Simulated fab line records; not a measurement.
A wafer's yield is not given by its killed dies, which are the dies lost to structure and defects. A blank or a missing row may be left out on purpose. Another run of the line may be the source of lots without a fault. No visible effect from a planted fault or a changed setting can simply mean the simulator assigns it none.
Matching of chambers	flow sky130	rie diel-02 running SKY_VIA2_ETCH_14: 4 sister chambers
The step etches BARC in N2/H2, stops on SiO2, time 45.9 s, target depth 60 nm. 4 wafers are shown with their chamber, then 8 later ones without.

## WAFERS PAIRED WITH THEIR CHAMBERS
wafer	chamber	oes product au (a.u.)
L086.3	1	0.856
L089.1	2	0.849
L089.6	3	0.854
L090.1	0	0.856

## WAFERS WITH NO CHAMBER GIVEN
wafer	oes product au (a.u.)
L090.3	0.851
L090.6	0.846
L092.1	0.855
L092.2	0.855
L092.6	0.854
L095.1	0.856
L095.4	0.859
L095.5	0.860

## WHICH CHAMBER EACH WENT THROUGH
wafer	from the rows above	in truth
L090.3	can't be placed: 2 or 3 or 0 or 1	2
L090.6	2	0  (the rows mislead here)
L092.1	can't be placed: 0 or 1 or 3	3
L092.2	can't be placed: 0 or 1 or 3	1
L092.6	can't be placed: 3 or 0 or 1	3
L095.1	can't be placed: 0 or 1 or 3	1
L095.4	can't be placed: 0 or 1 or 3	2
L095.5	can't be placed: 0 or 1 or 3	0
Correct placement for 0 of the 8. Not placeable from these rows: 7 (in 6, the candidates include the true chamber). Wrongly placed: 1.
How it was worked out, from the rows above alone: a wafer's distance from a chamber is the root of the sum, over the readings, of the square of ((its reading less the chamber's mean) divided by the reading's scatter). If the next closest chamber is less than 2 further off than the closest, the wafer can't be placed; otherwise it belongs to the closest. A chamber's mean is the mean of its shown wafers. The scatter (one wafer shown for each chamber): square how far every hidden wafer sits from the nearest shown wafer, average those squares and take the square root.
